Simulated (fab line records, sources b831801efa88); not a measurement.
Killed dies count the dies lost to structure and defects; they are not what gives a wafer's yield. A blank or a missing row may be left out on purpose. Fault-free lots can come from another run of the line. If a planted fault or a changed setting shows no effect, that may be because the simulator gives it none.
fab line records	flow sky130
record: lots: 24	wafers: 72	last-day: 50
route steps=708 shown METAL2@499 VIA2@522 CAPM@540 METAL3@569 VIA3@589
lots that met no fault: taken from a fault-free run of the same line
start-h: the number of hours between the record's first day and the start of the first shown wafer of the lot	wait-h: how many hours have passed since the lot's step before this one	" the same as in the row above	L1.1+2: one row covering several wafers at once	- no value, or no start was given	* or withheld: withheld	< > ~ a bound
route shown NAME@n: NAME is a module with steps in the file, n the number in the route of the first one	usual: mean and standard deviation over wafers with no fault	same: alike in all rows	chamber/n: place in a boat	sites: each site's reading	_std_site: their standard deviation	_edge_site: the outer-site mean with the inner-site mean subtracted	radius-mm: for every site, how far away it sits from the centre of the wafer	mask NAME#n: copy n	behind: tool/chamber where the wafer was last shaped	hold: reason for holding the lot/hours on hold/outcome of the hold	device: transistor that didn't switch, given as n, p or np	end of line: the same wafers' tests at the end of the route	a step without rows: its recipe alone	killed: at the first sort, the dies lost to defects and structure; wafer yield is something else	map: a wafer's dies, x killed, . not, _ none there
set.NAME: the run value of the setting; set.NAME@STEP: its run value at that earlier step	model.NAME: the simulator's own value behind a step, which no gauge read
the route's steps for a sample of lots (tables are steps, rows are wafers)
services: the hour from which a tool's chamber was out of use, counted from the record's first day as start-h (under 0 if before that day), plus the number of hours and why
== steps ==
step: SKY_METAL2_OVL_MEAS_16
usual: METAL2_OVL: 1/7.6
lot.wafer	tool	chamber	start-h	wait-h	METAL2_OVL[nm]
L074.3	overlay-02	-	814.88	0.1	-9
L074.4	"	-	"	"	-10
L074.5	"	-	"	"	3
L075.3	overlay-02	-	828.78	0.1	16
L075.4	"	-	"	"	13
L075.6	"	-	"	"	10
L076.1	overlay-01	-	846.87	0.1	0
L076.2	"	-	"	"	-2
L076.3	"	-	"	"	6
L077.2	overlay-02	-	856.58	0.1	5
L077.4	"	-	"	"	5
L077.5	"	-	"	"	-11
L079.4	overlay-02	-	859.94	0.1	-10
L079.5	"	-	"	"	0
L079.6	"	-	"	"	-8
L078.2	overlay-01	-	867.53	0.1	1
L078.3	"	-	"	"	-3
L078.4	"	-	"	"	4
L080.2	overlay-02	-	871.88	0.1	-10
L080.5	"	-	"	"	-2
L080.6	"	-	"	"	-12
L081.2	overlay-02	-	884.54	0.1	5
L081.4	"	-	"	"	13
L081.6	"	-	"	"	11
L082.3	overlay-01	-	885.18	0.1	-3
L082.5	"	-	"	"	-4
L082.6	"	-	"	"	-13
L083.3	overlay-02	-	886.83	0.1	11
L083.5	"	-	"	"	7
L083.6	"	-	"	"	-4
L084.1	overlay-01	-	897.37	0.1	10
L084.4	"	-	"	"	-2
L084.6	"	-	"	"	3
L085.2	overlay-02	-	907.43	0.1	7
L085.3	"	-	"	"	10
L085.6	"	-	"	"	10
L086.3	overlay-02	-	913.33	0.1	5
L086.5	"	-	"	"	-2
L086.6	"	-	"	"	-3
L087.2	overlay-02	-	922.38	0.1	-6
L087.3	"	-	"	"	6
L087.6	"	-	"	"	-5
L089.3	overlay-01	-	930.55	0.1	-3
L089.5	"	-	"	"	3
L089.6	"	-	"	"	-1
L088.1	overlay-02	-	933.18	0.1	5
L088.2	"	-	"	"	1
L088.6	"	-	"	"	3
L090.1	overlay-01	-	942.92	0.1	17
L090.3	"	-	"	"	9
L090.5	"	-	"	"	6
L091.1	overlay-01	-	949.97	0.1	8
L091.2	"	-	"	"	-2
L091.6	"	-	"	"	4
L092.1	overlay-02	-	952.47	0.1	1
L092.4	"	-	"	"	4
L092.6	"	-	"	"	4
L093.2	overlay-01	-	960.08	0.1	-3
L093.4	"	-	"	"	10
L093.6	"	-	"	"	4
L094.2	overlay-02	-	970.18	0.1	6
L094.5	"	-	"	"	-6
L094.6	"	-	"	"	1
L095.2	overlay-01	-	970.18	0.1	-5
L095.5	"	-	"	"	10
L095.6	"	-	"	"	0
L096.1	overlay-01	-	976.88	0.1	-4
L096.2	"	-	"	"	2
L096.6	"	-	"	"	-1
L097.1	overlay-01	-	986.28	0.1	-5
L097.5	"	-	"	"	-7
L097.6	"	-	"	"	-2
step: SKY_VIA2_ETCH_15
recipe: target: SiO2	chemistry: C4F8/O2/Ar	target-depth-nm: 546	stop-on: TiN	mask-material: KrF-thick	source-w: 1500	bias-w: 1200	pressure-mtorr: 40	c4f8-flow-sccm: withheld	O2_flow_sccm: 6	Ar_flow_sccm: 300	time-s: 84
usual: oes-product-au: 0.939/0.0042
lot.wafer	tool	chamber	start-h	wait-h	oes-product-au	rf-hours-counter-h
L074.3	rie-diel-03	0	841.90	0.0	0.938	20
L074.4	"	1	"	"	0.938	18
L074.5	"	2	"	"	0.942	-
L075.3	rie-diel-03	2	856.20	0.0	0.941	25
L075.4	"	3	"	"	0.938	21
L075.6	"	3	"	"	0.943	-
L076.1	rie-diel-04	0	874.68	0.0	0.935	11
L076.2	"	3	"	"	0.936	19
L076.3	"	1	"	"	0.932	15
L077.2	rie-diel-04	0	883.10	0.0	0.937	11
L077.4	"	3	"	"	0.946	-
L077.5	"	1	"	"	0.940	-
L079.4	rie-diel-04	3	887.63	0.0	0.940	-
L079.5	"	0	"	"	0.935	-
L079.6	"	1	"	"	0.941	-
L078.2	rie-diel-03	0	894.70	0.0	0.939	21
L078.3	"	3	"	"	0.934	23
L078.4	"	2	"	"	0.930	26
L080.2	rie-diel-03	3	898.68	0.0	0.943	23
L080.5	"	3	"	"	0.935	-
L080.6	"	0	"	"	0.945	-
L081.2	rie-diel-01	2	911.60	0.0	0.937	16
L081.4	"	3	"	"	0.936	18
L081.6	"	2	"	"	0.938	-
L082.3	rie-diel-04	3	911.93	0.0	0.941	20
L082.5	"	3	"	"	0.941	-
L082.6	"	1	"	"	0.941	-
L083.3	rie-diel-03	0	913.38	0.0	0.941	22
L083.5	"	0	"	"	0.939	-
L083.6	"	1	"	"	0.933	-
L084.1	rie-diel-01	2	923.95	0.0	0.946	16
L084.4	"	3	"	"	0.938	19
L084.6	"	2	"	"	0.947	-
L085.2	rie-diel-01	0	934.10	0.0	0.941	6
L085.3	"	2	"	"	0.941	16
L085.6	"	0	"	"	0.940	-
L086.3	rie-diel-03	0	939.50	0.0	0.931	23
L086.5	"	0	"	"	0.943	-
L086.6	"	3	"	"	0.937	-
L087.2	rie-diel-04	2	948.25	0.0	0.940	2
L087.3	"	3	"	"	0.935	22
L087.6	"	2	"	"	0.938	-
L089.3	rie-diel-03	3	956.18	0.0	0.936	24
L089.5	"	2	"	"	0.936	-
L089.6	"	0	"	"	0.942	-
L088.1	rie-diel-04	3	959.20	0.0	0.939	22
L088.2	"	1	"	"	0.934	18
L088.6	"	1	"	"	0.937	-
L090.1	rie-diel-04	0	968.43	0.0	0.938	14
L090.3	"	3	"	"	0.936	22
L090.5	"	1	"	"	0.935	-
L091.1	rie-diel-04	3	975.43	0.0	0.941	22
L091.2	"	1	"	"	0.936	19
L091.6	"	3	"	"	0.939	-
L092.1	rie-diel-04	1	978.28	0.0	0.933	19
L092.4	"	0	"	"	0.929	14
L092.6	"	2	"	"	0.942	-
L093.2	rie-diel-03	0	985.50	0.0	0.935	24
L093.4	"	2	"	"	0.936	2
L093.6	"	0	"	"	0.940	-
L094.2	rie-diel-03	0	995.53	0.0	0.939	25
L094.5	"	2	"	"	0.934	-
L094.6	"	3	"	"	0.940	-
L095.2	rie-diel-03	0	995.85	0.0	0.942	25
L095.5	"	0	"	"	0.936	-
L095.6	"	3	"	"	0.940	-
L096.1	rie-diel-03	3	1001.38	0.0	0.936	26
L096.2	"	0	"	"	0.929	25
L096.6	"	3	"	"	0.936	-
L097.1	rie-diel-01	2	1011.45	0.0	0.939	18
L097.5	"	3	"	"	0.941	-
L097.6	"	0	"	"	0.940	-
step: SKY_VIA2_CVD_21
recipe: material: W	target-thk-nm: 420	time-s: 126.4	temp-c: 400	pressure-torr: 40
usual: heater-power-w: 890/69
lot.wafer	tool	chamber	start-h	wait-h	heater-power-w
L074.3	cvd-w-02	0	842.66	0.1	933
L074.4	"	1	"	"	920
L074.5	"	0	"	"	950
L075.3	cvd-w-01	0	856.97	0.1	795
L075.4	"	1	"	"	915
L075.6	"	0	"	"	791
L076.1	cvd-w-02	1	875.39	0.0	932
L076.2	"	0	"	"	931
L076.3	"	1	"	"	938
L077.2	cvd-w-01	1	883.82	0.0	936
L077.4	"	1	"	"	945
L077.5	"	0	"	"	800
L079.4	cvd-w-02	0	888.36	0.1	934
L079.5	"	1	"	"	954
L079.6	"	0	"	"	940
L078.2	cvd-w-02	1	895.45	0.0	939
L078.3	"	0	"	"	945
L078.4	"	1	"	"	925
L080.2	cvd-w-01	1	899.40	0.0	953
L080.5	"	0	"	"	803
L080.6	"	1	"	"	983
L081.2	cvd-w-01	0	912.36	0.0	785
L081.4	"	1	"	"	926
L081.6	"	0	"	"	790
L082.3	cvd-w-01	0	912.70	0.1	790
L082.5	"	1	"	"	950
L082.6	"	0	"	"	776
L083.3	cvd-w-01	0	914.15	0.1	784
L083.5	"	1	"	"	953
L083.6	"	0	"	"	786
L084.1	cvd-w-02	1	924.70	0.0	842
L084.4	"	0	"	"	955
L084.6	"	0	"	"	951
L085.2	cvd-w-02	0	934.83	0.0	948
L085.3	"	1	"	"	802
L085.6	"	1	"	"	826
L086.3	cvd-w-01	0	940.30	0.1	771
L086.5	"	1	"	"	922
L086.6	"	0	"	"	806
L087.2	cvd-w-02	1	948.97	0.0	857
L087.3	"	1	"	"	849
L087.6	"	1	"	"	840
L089.3	cvd-w-02	0	956.95	0.1	956
L089.5	"	0	"	"	976
L089.6	"	1	"	"	826
L088.1	cvd-w-02	1	959.93	0.0	847
L088.2	"	0	"	"	973
L088.6	"	0	"	"	964
L090.1	cvd-w-02	0	969.18	0.0	970
L090.3	"	0	"	"	980
L090.5	"	0	"	"	957
L091.1	cvd-w-02	1	976.15	0.0	859
L091.2	"	0	"	"	969
L091.6	"	0	"	"	971
L092.1	cvd-w-01	1	979.00	0.0	933
L092.4	"	1	"	"	927
L092.6	"	1	"	"	938
L093.2	cvd-w-01	0	986.22	0.0	785
L093.4	"	1	"	"	948
L093.6	"	1	"	"	960
L094.2	cvd-w-01	1	996.25	0.0	953
L094.5	"	0	"	"	799
L094.6	"	1	"	"	973
L095.2	cvd-w-02	1	996.56	0.0	866
L095.5	"	1	"	"	850
L095.6	"	0	"	"	972
L096.1	cvd-w-01	1	1002.10	0.0	944
L096.2	"	0	"	"	812
L096.6	"	0	"	"	802
L097.1	cvd-w-01	0	1012.17	0.0	799
L097.5	"	0	"	"	800
L097.6	"	1	"	"	934
step: SKY_CAPM_RS_MEAS_03
recipe: thk-meas-gauge: four-point-probe	reads: TiN_of_CAPM_SPUTTER_02
usual: CAPM_TIN_RS: 6.92/0.096
lot.wafer	tool	chamber	start-h	wait-h	CAPM_TIN_RS[ohm/sq]
L074.3	film-metro-04	-	843.62	0.1	6.81
L074.4	"	-	"	"	6.83
L074.5	"	-	"	"	6.81
L075.3	film-metro-01	-	857.93	0.1	7.02
L075.4	"	-	"	"	6.97
L075.6	"	-	"	"	7.06
L076.1	film-metro-02	-	876.40	0.1	6.92
L076.2	"	-	"	"	6.89
L076.3	"	-	"	"	6.95
L077.2	film-metro-02	-	884.80	0.1	6.91
L077.4	"	-	"	"	6.91
L077.5	"	-	"	"	6.91
L079.4	film-metro-04	-	889.34	0.1	6.87
L079.5	"	-	"	"	6.89
L079.6	"	-	"	"	6.85
L078.2	film-metro-01	-	896.43	0.1	7.03
L078.3	"	-	"	"	6.95
L078.4	"	-	"	"	6.98
L080.2	film-metro-01	-	900.37	0.1	6.85
L080.5	"	-	"	"	6.90
L080.6	"	-	"	"	6.90
L081.2	film-metro-04	-	913.35	0.1	6.91
L081.4	"	-	"	"	6.85
L081.6	"	-	"	"	6.86
L082.3	film-metro-02	-	913.65	0.1	7.15
L082.5	"	-	"	"	7.15
L082.6	"	-	"	"	7.18
L083.3	film-metro-04	-	915.11	0.1	6.96
L083.5	"	-	"	"	6.97
L083.6	"	-	"	"	6.99
L084.1	film-metro-04	-	925.66	0.1	6.97
L084.4	"	-	"	"	6.93
L084.6	"	-	"	"	6.94
L085.2	film-metro-04	-	935.82	0.1	6.88
L085.3	"	-	"	"	6.84
L085.6	"	-	"	"	6.88
L086.3	film-metro-01	-	941.45	0.1	6.84
L086.5	"	-	"	"	6.89
L086.6	"	-	"	"	6.83
L087.2	film-metro-04	-	949.95	0.1	7.02
L087.3	"	-	"	"	7.01
L087.6	"	-	"	"	6.94
L089.3	film-metro-04	-	957.90	0.1	6.83
L089.5	"	-	"	"	6.78
L089.6	"	-	"	"	6.80
L088.1	film-metro-02	-	960.88	0.1	7.03
L088.2	"	-	"	"	7.09
L088.6	"	-	"	"	7.09
L090.1	film-metro-01	-	970.13	0.1	6.91
L090.3	"	-	"	"	6.93
L090.5	"	-	"	"	6.93
L091.1	film-metro-02	-	977.10	0.1	6.72
L091.2	"	-	"	"	6.71
L091.6	"	-	"	"	6.73
L092.1	film-metro-01	-	979.95	0.1	6.93
L092.4	"	-	"	"	6.87
L092.6	"	-	"	"	6.92
L093.2	film-metro-04	-	987.20	0.1	7.07
L093.4	"	-	"	"	7.07
L093.6	"	-	"	"	6.99
L094.2	film-metro-02	-	997.22	0.1	6.95
L094.5	"	-	"	"	6.96
L094.6	"	-	"	"	6.95
L095.2	film-metro-02	-	998.12	0.1	6.94
L095.5	"	-	"	"	6.94
L095.6	"	-	"	"	6.91
L096.1	film-metro-01	-	1003.05	0.1	6.87
L096.2	"	-	"	"	6.77
L096.6	"	-	"	"	6.86
L097.1	film-metro-02	-	1013.12	0.1	6.81
L097.5	"	-	"	"	6.77
L097.6	"	-	"	"	6.81
step: SKY_METAL3_STRIP_19
recipe: chemistry: O2/N2	power-w: 1400	pressure-mtorr: 1500	platen-temp-c: withheld	o2-flow-sccm: 3000	n2-flow-sccm: 300	overash-fraction: 0.5
usual: drypump-motor-current-A: 5.31/0.29	oes-product-au: 0.505/0.0059	strip-time-to-endpoint-s: 6.58/0.076
same: overash-fraction: 0.5
lot.wafer	tool	chamber	start-h	wait-h	drypump-motor-current-A	oes-product-au	rf-hours-counter-h	strip-time-to-endpoint-s
L074.3	plasma-asher-01	0	895.83	0.1	5.45	0.510	-	6.63
L074.4	"	1	"	"	4.85	0.512	-	6.66
L074.5	"	1	"	"	4.87	0.509	-	6.63
L075.3	plasma-asher-03	1	909.75	0.1	5.69	0.517	-	6.73
L075.4	"	0	"	"	5.59	0.505	-	6.47
L075.6	"	0	"	"	5.62	0.514	-	6.67
L076.1	plasma-asher-01	0	927.26	0.1	5.41	0.504	109	6.70
L076.2	"	1	"	"	4.87	0.510	109	6.71
L076.3	"	1	"	"	4.88	0.510	-	6.71
L077.2	plasma-asher-03	1	935.46	0.1	5.69	0.505	81	6.55
L077.4	"	1	"	"	5.70	0.505	-	6.53
L077.5	"	0	"	"	5.58	0.508	-	6.59
L079.4	plasma-asher-01	0	940.00	0.1	5.45	0.508	-	6.68
L079.5	"	1	"	"	4.89	0.506	-	6.64
L079.6	"	0	"	"	5.46	0.512	-	6.65
L078.2	plasma-asher-03	1	945.98	0.1	5.71	0.495	82	6.42
L078.3	"	0	"	"	5.61	0.515	-	6.62
L078.4	"	1	"	"	5.72	0.501	-	6.44
L080.2	plasma-asher-01	0	951.28	0.1	5.44	0.507	112	6.56
L080.5	"	0	"	"	5.46	0.506	-	6.56
L080.6	"	1	"	"	4.89	0.508	-	6.60
L081.2	plasma-asher-04	0	963.35	0.1	5.11	0.505	22	6.52
L081.4	"	0	"	"	5.08	0.505	-	6.52
L081.6	"	0	"	"	5.11	0.510	-	6.58
L082.3	plasma-asher-04	0	964.10	0.1	5.09	0.510	-	6.59
L082.5	"	0	"	"	5.09	0.508	-	6.70
L082.6	"	1	"	"	5.40	0.503	-	6.68
L083.3	plasma-asher-01	0	965.85	0.1	5.42	0.508	-	6.49
L083.5	"	1	"	"	4.84	0.512	-	6.65
L083.6	"	0	"	"	5.43	0.499	-	6.48
L084.1	plasma-asher-04	1	975.95	0.1	5.36	0.501	23	6.50
L084.4	"	0	"	"	5.10	0.505	-	6.50
L084.6	"	1	"	"	5.39	0.508	-	6.63
L085.2	plasma-asher-03	0	985.38	0.1	5.58	0.510	86	6.63
L085.3	"	0	"	"	5.60	0.503	-	6.62
L085.6	"	0	"	"	5.60	0.501	-	6.66
L086.3	plasma-asher-01	0	990.78	0.1	5.45	0.493	-	6.60
L086.5	"	1	"	"	4.84	0.500	-	6.57
L086.6	"	0	"	"	5.45	0.505	-	6.61
L087.2	plasma-asher-01	1	998.94	0.2	4.88	0.507	116	6.65
L087.3	"	0	"	"	5.44	0.513	-	6.66
L087.6	"	0	"	"	5.43	0.512	-	6.58
L089.3	plasma-asher-03	1	1006.02	0.1	5.69	0.497	-	6.38
L089.5	"	1	"	"	5.70	0.504	-	6.42
L089.6	"	0	"	"	5.58	0.507	-	6.63
L088.1	plasma-asher-01	1	1009.03	0.1	4.88	0.502	117	6.56
L088.2	"	0	"	"	5.48	0.507	117	6.52
L088.6	"	0	"	"	5.44	0.493	-	6.51
L090.1	plasma-asher-01	0	1018.03	0.1	5.45	0.501	118	6.61
L090.3	"	1	"	"	4.88	0.505	-	6.63
L090.5	"	0	"	"	5.44	0.499	-	6.65
L091.1	plasma-asher-04	0	1023.61	0.1	5.10	0.508	28	6.56
L091.2	"	1	"	"	5.36	0.499	28	6.58
L091.6	"	1	"	"	5.37	0.509	-	6.56
L092.1	plasma-asher-04	1	1027.05	0.1	5.40	0.510	29	6.55
L092.4	"	1	"	"	5.37	0.500	-	6.54
L092.6	"	1	"	"	5.42	0.507	-	6.57
L093.2	plasma-asher-04	1	1034.80	0.1	5.36	0.505	30	6.53
L093.4	"	0	"	"	5.13	0.496	-	6.48
L093.6	"	0	"	"	5.13	0.504	-	6.60
L094.2	plasma-asher-03	1	1044.05	0.1	5.70	0.491	91	6.38
L094.5	"	0	"	"	5.61	0.489	-	6.56
L094.6	"	1	"	"	5.72	0.498	-	6.44
L095.2	plasma-asher-01	1	1044.44	0.1	4.89	0.519	120	6.68
L095.5	"	0	"	"	5.44	0.504	-	6.65
L095.6	"	1	"	"	4.88	0.515	-	6.76
L096.1	plasma-asher-04	1	1049.14	0.1	5.38	0.505	31	6.56
L096.2	"	0	"	"	5.08	0.496	31	6.56
L096.6	"	1	"	"	5.37	0.499	-	6.61
L097.1	plasma-asher-04	1	1058.41	0.1	5.36	0.508	32	6.50
L097.5	"	0	"	"	5.08	0.496	-	6.53
L097.6	"	1	"	"	5.38	0.503	-	6.61
step: SKY_VIA3_STRIP_16
recipe: chemistry: O2/N2	power-w: 1400	pressure-mtorr: 1500	platen-temp-c: withheld	o2-flow-sccm: 3000	n2-flow-sccm: 300	overash-fraction: 0.5
usual: drypump-motor-current-A: 5.5/0.3	oes-product-au: 0.403/0.0046	strip-time-to-endpoint-s: 4.141/0.022
same: overash-fraction: 0.5
lot.wafer	tool	chamber	start-h	wait-h	drypump-motor-current-A	oes-product-au	rf-hours-counter-h	strip-time-to-endpoint-s
L074.3	plasma-asher-02	1	921.39	0.1	5.4	0.402	-	4.120
L074.4	"	0	"	"	6.0	0.408	-	4.082
L074.5	"	1	"	"	5.4	0.403	-	4.114
L075.3	plasma-asher-02	1	935.61	0.1	5.3	0.397	-	4.137
L075.4	"	0	"	"	6.0	0.399	-	4.138
L075.6	"	1	"	"	5.3	0.408	-	4.155
L076.1	plasma-asher-03	1	953.76	0.0	5.7	0.407	83	4.130
L076.2	"	0	"	"	5.6	0.398	83	4.140
L076.3	"	0	"	"	5.6	0.406	-	4.153
L077.2	plasma-asher-02	0	960.92	0.0	6.0	0.408	53	4.128
L077.4	"	0	"	"	6.0	0.402	-	4.154
L077.5	"	0	"	"	6.0	0.399	-	4.124
L079.4	plasma-asher-04	1	965.94	0.0	5.4	0.409	-	4.140
L079.5	"	0	"	"	5.1	0.409	-	4.169
L079.6	"	1	"	"	5.4	0.406	-	4.153
L078.2	plasma-asher-03	0	972.11	0.0	5.6	0.404	85	4.111
L078.3	"	1	"	"	5.7	0.409	-	4.170
L078.4	"	0	"	"	5.6	0.403	-	4.099
L080.2	plasma-asher-02	0	976.67	0.0	6.0	0.401	54	4.156
L080.5	"	0	"	"	6.0	0.399	-	4.155
L080.6	"	1	"	"	5.4	0.411	-	4.162
L081.2	plasma-asher-02	0	988.37	0.0	6.0	0.406	56	4.145
L081.4	"	0	"	"	6.1	0.406	-	4.154
L081.6	"	1	"	"	5.3	0.406	-	4.174
L082.3	plasma-asher-04	1	989.34	0.1	5.3	0.394	-	4.133
L082.5	"	0	"	"	5.1	0.404	-	4.128
L082.6	"	1	"	"	5.4	0.402	-	4.120
L083.3	plasma-asher-02	0	990.91	0.1	6.0	0.399	-	4.164
L083.5	"	0	"	"	6.0	0.404	-	4.158
L083.6	"	1	"	"	5.3	0.405	-	4.180
L084.1	plasma-asher-03	1	1000.87	0.0	5.7	0.400	87	4.118
L084.4	"	0	"	"	5.6	0.397	-	4.123
L084.6	"	0	"	"	5.6	0.405	-	4.122
L085.2	plasma-asher-04	1	1009.82	0.0	5.4	0.398	27	4.142
L085.3	"	1	"	"	5.4	0.401	-	4.109
L085.6	"	1	"	"	5.3	0.394	-	4.142
L086.3	plasma-asher-02	1	1015.66	0.1	5.3	0.399	-	4.141
L086.5	"	0	"	"	6.0	0.402	-	4.148
L086.6	"	1	"	"	5.3	0.405	-	4.138
L087.2	plasma-asher-04	0	1023.31	0.0	5.1	0.406	28	4.137
L087.3	"	1	"	"	5.3	0.408	-	4.117
L087.6	"	0	"	"	5.1	0.403	-	4.138
L089.3	plasma-asher-04	0	1029.79	0.1	5.1	0.405	-	4.143
L089.5	"	1	"	"	5.4	0.395	-	4.137
L089.6	"	0	"	"	5.1	0.401	-	4.113
L088.1	plasma-asher-04	1	1033.02	0.0	5.4	0.398	29	4.156
L088.2	"	0	"	"	5.1	0.399	29	4.149
L088.6	"	0	"	"	5.1	0.404	-	4.172
L090.1	plasma-asher-04	1	1041.76	0.0	5.4	0.395	31	4.119
L090.3	"	1	"	"	5.4	0.400	-	4.182
L090.5	"	1	"	"	5.4	0.406	-	4.182
L091.1	plasma-asher-03	0	1047.47	0.0	5.6	0.397	91	4.165
L091.2	"	1	"	"	5.7	0.408	91	4.137
L091.6	"	0	"	"	5.6	0.400	-	4.152
L092.1	plasma-asher-04	0	1050.71	0.0	5.1	0.396	31	4.105
L092.4	"	1	"	"	5.4	0.404	-	4.125
L092.6	"	0	"	"	5.1	0.396	-	4.119
L093.2	plasma-asher-03	1	1058.32	0.0	5.7	0.405	93	4.102
L093.4	"	0	"	"	5.6	0.400	-	4.135
L093.6	"	1	"	"	5.7	0.405	-	4.165
L094.2	plasma-asher-04	0	1067.27	0.0	5.1	0.409	33	4.157
L094.5	"	0	"	"	5.1	0.398	-	4.171
L094.6	"	1	"	"	5.4	0.397	-	4.130
L095.2	plasma-asher-02	1	1067.51	0.0	5.3	0.396	64	4.091
L095.5	"	1	"	"	5.3	0.404	-	4.131
L095.6	"	0	"	"	6.1	0.410	-	4.124
L096.1	plasma-asher-03	0	1071.17	0.0	5.6	0.407	94	4.167
L096.2	"	1	"	"	5.7	0.400	94	4.152
L096.6	"	0	"	"	5.6	0.406	-	4.159
L097.1	plasma-asher-03	0	1080.41	0.0	5.6	0.402	95	4.109
L097.5	"	1	"	"	5.7	0.397	-	4.105
L097.6	"	0	"	"	5.6	0.401	-	4.134
== services ==
tool	chamber	start-h	hours	kind
cvd-w-02	-	850.93	1.1	repair
plasma-asher-01	-	900.52	4.5	repair
rie-diel-04	0	903.03	18.8	repair
cvd-w-02	-	904.00	14.0	pm
rie-diel-03	1	934.43	5.6	repair
rie-diel-01	2	934.68	7.0	repair
rie-diel-04	1	946.71	6.6	repair
rie-diel-03	1	946.88	22.3	repair
cvd-w-01	-	953.53	6.9	pm
rie-diel-01	2	955.45	3.0	repair
rie-diel-01	3	963.86	4.7	repair
plasma-asher-02	-	992.71	0.5	repair
rie-diel-03	1	997.97	8.1	repair
plasma-asher-03	-	1013.91	0.9	repair
rie-diel-03	1	1017.95	19.2	repair
plasma-asher-01	-	1021.03	1.9	repair
cvd-w-01	-	1029.50	1.0	repair
plasma-asher-03	-	1032.98	4.3	pm
plasma-asher-01	-	1033.50	4.4	repair
plasma-asher-02	-	1048.99	0.6	repair
plasma-asher-02	-	1052.70	3.9	repair
plasma-asher-01	-	1055.25	9.0	pm
rie-diel-03	1	1061.34	5.9	repair
plasma-asher-03	-	1065.66	0.7	repair
== key ==
fault none
